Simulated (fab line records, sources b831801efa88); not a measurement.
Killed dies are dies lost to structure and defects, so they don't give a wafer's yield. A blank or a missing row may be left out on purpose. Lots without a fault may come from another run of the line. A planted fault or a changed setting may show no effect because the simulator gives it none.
One fault seen from 2 desks | flow gf180mcu | each desk has only its own numbers; what lay behind them comes last

THE METROLOGY DESK
What the gauges read, lot by lot, whatever tool the lot ran on: means of the sampled wafers that have a number. A lot is out of limits, marked OUT, if its mean lies more than 4 standard deviations from the usual mean; the brackets give that distance.
Columns: A = POLY_GATE_CVD_00_THK at GF_POLY_GATE_THK_MEAS_01, usual 200.3 nm; B = SALICIDE_TIN_RS at GF_SALICIDE_RS_MEAS_04, usual 16.3 ohm/sq
lot  | first seen here | A     | B
L953 | day 8 14:33     | 203.2 | 16.3
L954 | day 8 21:55     | 197.5 | 16.2
L956 | day 9 05:25     | 201.4 | 15.9
L957 | day 9 18:22     | 198.5 | 16.3
L958 | day 9 22:31     | 200.6 | 16.2
L966 | day 12 10:56    | 198.3 | 16.3
L968 | day 13 02:16    | 199.8 | 15.7
L967 | day 13 02:17    | 198.4 | 16.6
L970 | day 13 13:05    | 202.6 | 16.6
L969 | day 13 14:44    | 198.8 | 16.3
L971 | day 14 02:25    | 201.0 | 16.1
L974 | day 14 12:02    | 199.0 | 16.0
L973 | day 14 15:38    | 199.2 | 16.5
L975 | day 15 03:52    | 199.6 | 16.3
This desk's finding: nothing out of limits on any of the 14 lots.

THE TOOL OWNER'S DESK: implanter-01
The tool's own readings at GF_DNWELL_IMPLANT_07: means of the sampled wafers that have a number, for each lot that ran on this tool. A lot is out of limits, marked OUT, if its mean lies more than 4 standard deviations from the usual mean; the brackets give that distance.
Columns: A = beam_energy_keV at GF_DNWELL_IMPLANT_07, usual 1500.1; B = beam_on_s at GF_DNWELL_IMPLANT_07, usual 10.00 s
lot  | first seen here | A                        | B
L954 | day 3 00:41     | 1500.3                   | 10.10
L957 | day 3 19:22     | 1500.5                   | 9.94
L966 | day 5 17:30     | 1323.4 (-99 or more) OUT | 10.07
L967 | day 6 02:41     | 1322.0 (-99 or more) OUT | 9.98
This desk's finding: out of limits on L966, L967; first on L966, day 5 17:30 (beam_energy_keV at GF_DNWELL_IMPLANT_07). In limits: L954, L957.

PUT TOGETHER
The tool owner's desk could have raised an alarm at day 5 17:30, on L966, L967.
The metrology desk saw nothing out of limits.
The metrology desk has L966, L967 on record, within its limits.
Of the lots named, all ran GF_DNWELL_IMPLANT_07 on implanter-01.

WHAT THE SIMULATOR HAD PUT IN
Process parameter drift: implanter-01, from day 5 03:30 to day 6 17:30, at GF_DNWELL_IMPLANT_07. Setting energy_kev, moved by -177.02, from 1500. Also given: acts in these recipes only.
Lots struck among those shown: L966, L967.
Hours from the fault's start to each desk's first reading out of limits: the tool owner's desk, 14.
